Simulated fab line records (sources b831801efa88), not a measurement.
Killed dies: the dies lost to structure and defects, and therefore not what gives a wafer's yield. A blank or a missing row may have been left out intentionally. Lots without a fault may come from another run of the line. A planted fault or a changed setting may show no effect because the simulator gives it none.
What tool caused it?    flow gf180mcu    6 lots, 18 wafers sampled, at 4 steps of a route of 602

== WHAT EACH GAUGE READ, for each wafer ==
GF_M2_RS_MEAS_05: the measuring method here is four-point-probe.
lot   measured      on             M2_ALCU_RS (ohm/sq)
L992  day 18 04:19  film-metro-01  0.0668 0.0670 0.0662
L997  day 20 07:17  film-metro-02  0.0681 0.0674 0.0672
L106  day 24 02:14  film-metro-01  0.0682 0.0686 0.0682
L109  day 24 19:42  film-metro-02  0.0672 0.0674 0.0675
L112  day 25 16:43  film-metro-01  0.0670 0.0677 0.0675
L114  day 26 04:20  film-metro-02  0.0654 0.0661 0.0658

== WHAT TOOL EACH LOT RAN ON (gives the tool, then ch and the chambers of the sampled wafers, and finally the start) ==
lot   GF_V1_SPUTTER_21              GF_V1_SPUTTER_22              GF_M2_SPUTTER_02
L992  pvd-sputter-03, day 18 03:24  pvd-sputter-03, day 18 03:28  pvd-sputter-01, day 18 04:13
L997  pvd-sputter-04, day 20 06:23  pvd-sputter-04, day 20 06:26  pvd-sputter-03, day 20 07:12
L106  pvd-sputter-03, day 24 01:20  pvd-sputter-03, day 24 01:23  pvd-sputter-02, day 24 02:09
L109  pvd-sputter-03, day 24 18:47  pvd-sputter-03, day 24 18:51  pvd-sputter-01, day 24 19:37
L112  pvd-sputter-04, day 25 15:48  pvd-sputter-04, day 25 15:52  pvd-sputter-01, day 25 16:38
L114  pvd-sputter-02, day 26 03:23  pvd-sputter-02, day 26 03:27  pvd-sputter-01, day 26 04:13
- GF_V1_SPUTTER_21: material Ti, target thk 15 nm, time 80.02 s.
- GF_V1_SPUTTER_22: material TiN, target thk 10 nm, time 40 s.
- GF_M2_SPUTTER_02: material AlCu, target thk 450 nm, time 24.8 s.

== THE ANSWER, worked out from the rows above alone ==
Rule: usual is defined by the lots themselves. Put in order of their means at a reading, lots are off if they are a third of the lots or fewer, leave a main group of 4 or more, and stand apart from it by a gap of 3 or more times the standard deviation of the main group's means; of several such gaps the widest counts. A main group is skipped when, at the precision printed for the reading in the tables above, its means are all equal. Also off: a lot with no number at a reading for which 4 or more lots have one. Where the step has rows for the other lots, those lots are counted as sound.
No lot is off on any of the readings shown, so nothing can be concluded from this.

== WHAT THE SIMULATOR HAD INSERTED ==
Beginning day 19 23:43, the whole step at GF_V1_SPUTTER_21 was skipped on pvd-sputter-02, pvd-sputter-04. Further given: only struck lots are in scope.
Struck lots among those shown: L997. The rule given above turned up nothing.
